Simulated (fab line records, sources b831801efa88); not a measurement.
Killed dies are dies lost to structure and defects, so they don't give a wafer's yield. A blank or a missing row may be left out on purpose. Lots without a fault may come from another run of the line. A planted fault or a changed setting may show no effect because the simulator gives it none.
Which tool did it? | flow gf180mcu | 7 lots, 21 wafers sampled, at 2 steps of a route of 602

WHAT THE GAUGES READ, wafer by wafer
GF_NWELL_TW_MEAS_11.
lot  | measured    | on            | NWELL_TW
L413 | day 4 00:30 | film_metro-03 | 1587 1586 1590
L418 | day 5 01:04 | film_metro-04 | 1829 1816 1815
L420 | day 5 18:29 | film_metro-04 | 1828 1819 1819
L423 | day 6 11:42 | film_metro-03 | 1592 1589 1592
L425 | day 6 22:42 | film_metro-01 | 1591 1591 1581
L429 | day 7 16:15 | film_metro-04 | 1539 1548 1536
L431 | day 8 02:15 | film_metro-03 | 1595 1582 1580

WHICH TOOL RAN EACH LOT (tool, then ch and the chambers of the sampled wafers, then the start)
lot  | GF_DNWELL_COAT_02
L413 | litho_track-02 ch 0, day 3 04:03
L418 | litho_track-03, day 4 05:10
L420 | litho_track-01, day 4 20:58
L423 | litho_track-03 ch 0, day 5 12:20
L425 | litho_track-03 ch 0, day 5 23:23
L429 | litho_track-02 ch 0, day 6 16:11
L431 | litho_track-03 ch 0, day 7 01:55
- GF_DNWELL_COAT_02: resist thk 3000 nm.

THE ANSWER, worked out from the rows above alone
Rule: what is usual is taken from the lots themselves. Put in order of their means at a reading, lots are off if they are a third of the lots or fewer, leave a main group of 4 or more, and stand apart from it by a gap of 3 or more times the standard deviation of the main group's means; of several such gaps the widest counts. A main group whose means are all the same, to the digits that the tables above print for the reading, isn't used. A lot without any number at a reading at which 4 lots or more have one is off too. The other lots that the step has rows for count as sound.
Off: L418, L420, at GF_NWELL_TW_MEAS_11 (NWELL_TW). The main group: mean 1579, standard deviation 19.
A tool fits if, at a process step before that reading, it ran every lot that is off, and no sound lot after the first of them. The gauges at GF_NWELL_TW_MEAS_11 are tried like those tools. None of those tried fits.

WHAT THE SIMULATOR HAD PUT IN
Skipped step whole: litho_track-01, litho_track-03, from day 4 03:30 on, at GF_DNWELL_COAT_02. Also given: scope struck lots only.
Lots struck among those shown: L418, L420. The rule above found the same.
